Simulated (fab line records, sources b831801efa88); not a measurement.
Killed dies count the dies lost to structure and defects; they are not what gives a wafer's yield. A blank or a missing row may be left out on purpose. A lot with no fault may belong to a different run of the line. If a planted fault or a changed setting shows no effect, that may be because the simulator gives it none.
Chamber matching || flow sky130 || SKY_VIA3_CMP_02 on cmp-02 has 4 sister chambers
The step polishes SiO2. 8 wafers are shown with their chamber, then 9 later ones without.

== WAFERS WITH THEIR CHAMBER ==
{"wafer": "L577.5", "chamber": 1, "motor_current_A (A)": 10.9}
{"wafer": "L578.5", "chamber": 2, "motor_current_A (A)": 16.0}
{"wafer": "L580.5", "chamber": 2, "motor_current_A (A)": 15.3}
{"wafer": "L582.1", "chamber": 1, "motor_current_A (A)": 10.5}
{"wafer": "L582.5", "chamber": 3, "motor_current_A (A)": 13.4}
{"wafer": "L583.1", "chamber": 3, "motor_current_A (A)": 14.0}
{"wafer": "L583.4", "chamber": 0, "motor_current_A (A)": 12.1}
{"wafer": "L583.6", "chamber": 0, "motor_current_A (A)": 11.7}

== WAFERS WITHOUT THEIR CHAMBER ==
{"wafer": "L584.1", "motor_current_A (A)": 10.6}
{"wafer": "L584.3", "motor_current_A (A)": 12.5}
{"wafer": "L584.5", "motor_current_A (A)": 11.7}
{"wafer": "L585.1", "motor_current_A (A)": 12.0}
{"wafer": "L585.3", "motor_current_A (A)": 14.2}
{"wafer": "L585.6", "motor_current_A (A)": 15.5}
{"wafer": "L590.1", "motor_current_A (A)": 11.7}
{"wafer": "L590.2", "motor_current_A (A)": 10.5}
{"wafer": "L590.4", "motor_current_A (A)": 15.1}

== WHICH CHAMBER EACH WENT THROUGH ==
{"wafer": "L584.1", "from the rows above": 1, "in truth": 1}
{"wafer": "L584.3", "from the rows above": "can't be placed: 0 or 3", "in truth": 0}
{"wafer": "L584.5", "from the rows above": 0, "in truth": 0}
{"wafer": "L585.1", "from the rows above": 0, "in truth": 0}
{"wafer": "L585.3", "from the rows above": 3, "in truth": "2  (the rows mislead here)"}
{"wafer": "L585.6", "from the rows above": 2, "in truth": 2}
{"wafer": "L590.1", "from the rows above": 0, "in truth": 0}
{"wafer": "L590.2", "from the rows above": 1, "in truth": 1}
{"wafer": "L590.4", "from the rows above": 2, "in truth": 2}
7 of 9 placed correctly. Unplaceable from these rows: 1, with the true chamber sitting among the candidates in 1. Number placed wrongly: 1.
How it was worked out, from the rows above alone: a wafer's distance from a chamber is the root of the sum, over the readings, of the square of ((its reading less the chamber's mean) divided by the reading's scatter). The wafer belongs to the nearest chamber; if the next one is less than 2 further off, it can't be placed. A chamber's mean is the mean of its shown wafers. The scatter is the square root of a quotient: the sum, over the shown wafers, of each reading's squared deviation from its chamber's mean, divided by wafers minus chambers.
